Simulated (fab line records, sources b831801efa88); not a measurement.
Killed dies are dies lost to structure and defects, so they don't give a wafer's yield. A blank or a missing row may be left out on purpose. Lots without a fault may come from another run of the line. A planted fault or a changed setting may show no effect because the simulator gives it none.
Tool commonality check | flow sky130 | 11 lots, 31 wafers sampled

WHY IT WAS OPENED
At SKY_SD_N_RS_MEAS_16 the reading SD_N_RS is flagged on 2 of 11 lots. Wafers without a fault read 68.55 ohm/sq, standard deviation 0.096.
Rule: a lot is flagged when every wafer of it that has a number lies more than 4 standard deviations from that mean, or none has a number. The other lots count as sound.

lot  | measured     | on            | SD_N_RS (ohm/sq), wafer by wafer | flag
L703 | day 27 18:55 | film_metro-01 | 68.65 68.45 68.62                |
L705 | day 28 11:38 | film_metro-04 | 68.62 68.68 68.49                |
L706 | day 29 00:10 | film_metro-01 | 68.48 68.56 68.64                |
L710 | day 30 12:25 | film_metro-01 | 68.61 68.57 68.47                |
L712 | day 31 02:10 | film_metro-04 | 68.68 68.76 68.59                |
L711 | day 31 08:23 | film_metro-01 | 68.62 68.59 68.50                |
L715 | day 32 02:41 | film_metro-03 | 68.71 68.52 68.65                |
L714 | day 32 06:58 | film_metro-04 | 68.57 68.51 68.60                |
L722 | day 34 11:46 | film_metro-01 | 70.08 70.26                      | FLAGGED
L724 | day 35 06:22 | film_metro-01 | 70.18 70.14                      | FLAGGED
L725 | day 35 23:48 | film_metro-04 | 68.45 68.44 68.59                |
The numbers of the flagged lots are 70.17 ohm/sq on average: +1.62 ohm/sq against the usual, or +17 standard deviations.

WHICH TOOL RAN EACH LOT
The record holds 3 process steps before the reading, out of a route of 708 steps. In each cell: the tool, then ch and the chambers that the sampled wafers went through, then the start.
lot  | flag    | SKY_FIELD_ISO_ETCH_17           | SKY_SD_N_IMPLANT_09             | SKY_SD_N_STRIP_11
L703 |         | rie_si-02 ch 2,3, day 2 05:17   | implanter-01 ch 0, day 27 18:14 | plasma_asher-04 ch 0,1, day 27 18:32
L705 |         | rie_si-02 ch 0,1,2, day 2 15:53 | implanter-01 ch 0, day 28 10:58 | plasma_asher-03 ch 0,1, day 28 11:14
L706 |         | rie_si-01 ch 0,3, day 2 21:23   | implanter-01 ch 0, day 28 23:29 | plasma_asher-03 ch 1, day 28 23:46
L710 |         | rie_si-01 ch 0,1,2, day 3 16:42 | implanter-02 ch 0, day 30 11:44 | plasma_asher-03 ch 0,1, day 30 12:02
L712 |         | rie_si-02 ch 0,3, day 4 06:44   | implanter-03 ch 0, day 31 01:26 | plasma_asher-04 ch 0,1, day 31 01:44
L711 |         | rie_si-01 ch 1,2,3, day 4 00:50 | implanter-02 ch 0, day 31 07:42 | plasma_asher-01 ch 0,1, day 31 07:59
L715 |         | rie_si-01 ch 1,3, day 4 22:05   | implanter-02 ch 0, day 32 01:56 | plasma_asher-03 ch 0,1, day 32 02:14
L714 |         | rie_si-02 ch 0,1,3, day 4 17:39 | implanter-01 ch 0, day 32 06:17 | plasma_asher-03 ch 1, day 32 06:35
L722 | FLAGGED | rie_si-02 ch 0,1, day 6 11:03   | implanter-01 ch 0, day 34 11:05 | plasma_asher-01 ch 0,1, day 34 11:23
L724 | FLAGGED | rie_si-02 ch 1,3, day 6 19:14   | implanter-01 ch 0, day 35 05:41 | plasma_asher-01 ch 0, day 35 05:59
L725 |         | rie_si-02 ch 0,3, day 6 23:54   | implanter-03 ch 0, day 35 23:07 | plasma_asher-01 ch 1, day 35 23:25
What these steps do:
- SKY_FIELD_ISO_ETCH_17: etches Si in HBr/Cl2/O2, target depth 342 nm, time 97.7 s.
- SKY_SD_N_IMPLANT_09
- SKY_SD_N_STRIP_11: strips in O2/N2.
- SKY_SD_N_RS_MEAS_16: measures by four-point-probe.

FLAGGED OVER TOTAL, TOOL BY TOOL (the gauges that took the reading come last)
step                  | tool            | lots run | flagged | share of the flagged lots | sound lots run after its first flagged lot
SKY_FIELD_ISO_ETCH_17 | rie_si-01       | 4        | 0       | none                      | -
SKY_FIELD_ISO_ETCH_17 | rie_si-02       | 7        | 2       | all                       | 1 (L725)
SKY_SD_N_IMPLANT_09   | implanter-01    | 6        | 2       | all                       | 0
SKY_SD_N_IMPLANT_09   | implanter-02    | 3        | 0       | none                      | -
SKY_SD_N_IMPLANT_09   | implanter-03    | 2        | 0       | none                      | -
SKY_SD_N_STRIP_11     | plasma_asher-01 | 4        | 2       | all                       | 1 (L725)
SKY_SD_N_STRIP_11     | plasma_asher-03 | 5        | 0       | none                      | -
SKY_SD_N_STRIP_11     | plasma_asher-04 | 2        | 0       | none                      | -
SKY_SD_N_RS_MEAS_16   | film_metro-01   | 6        | 2       | all                       | 0
SKY_SD_N_RS_MEAS_16   | film_metro-03   | 1        | 0       | none                      | -
SKY_SD_N_RS_MEAS_16   | film_metro-04   | 4        | 0       | none                      | -

WHAT THE TABLE ALLOWS
4 rows of the table ran every flagged lot: rie_si-02 at SKY_FIELD_ISO_ETCH_17, implanter-01 at SKY_SD_N_IMPLANT_09, plasma_asher-01 at SKY_SD_N_STRIP_11, film_metro-01 at SKY_SD_N_RS_MEAS_16.
- rie_si-02 at SKY_FIELD_ISO_ETCH_17: 2 of its 7 lots flagged. Sound lots ran on it after the first flagged one (L725), which a lasting fault on the whole tool wouldn't allow.
- implanter-01 at SKY_SD_N_IMPLANT_09: 2 of its 6 lots flagged. Its last sound lot is L714 (day 32 06:17), its first flagged lot L722 (day 34 11:05): a fault that began between those two fits. Its own readings lie more than 4 standard deviations out on every wafer of the flagged lots: faraday_current_uA.
- plasma_asher-01 at SKY_SD_N_STRIP_11: 2 of its 4 lots flagged. Sound lots ran on it after the first flagged one (L725), which a lasting fault on the whole tool wouldn't allow. Its own readings lie more than 4 standard deviations out on every wafer of the flagged lots: strip_time_to_endpoint_s.
- film_metro-01 at SKY_SD_N_RS_MEAS_16: 2 of its 6 lots flagged. Its last sound lot is L711 (day 31 08:23), its first flagged lot L722 (day 34 11:46): a fault that began between those two fits.
Counting lots can't tell these 2 tools apart, because each fits a fault that began at some hour. More lots, or a look at what each step does to the wafer, might.

WHAT THE SIMULATOR HAD PUT IN
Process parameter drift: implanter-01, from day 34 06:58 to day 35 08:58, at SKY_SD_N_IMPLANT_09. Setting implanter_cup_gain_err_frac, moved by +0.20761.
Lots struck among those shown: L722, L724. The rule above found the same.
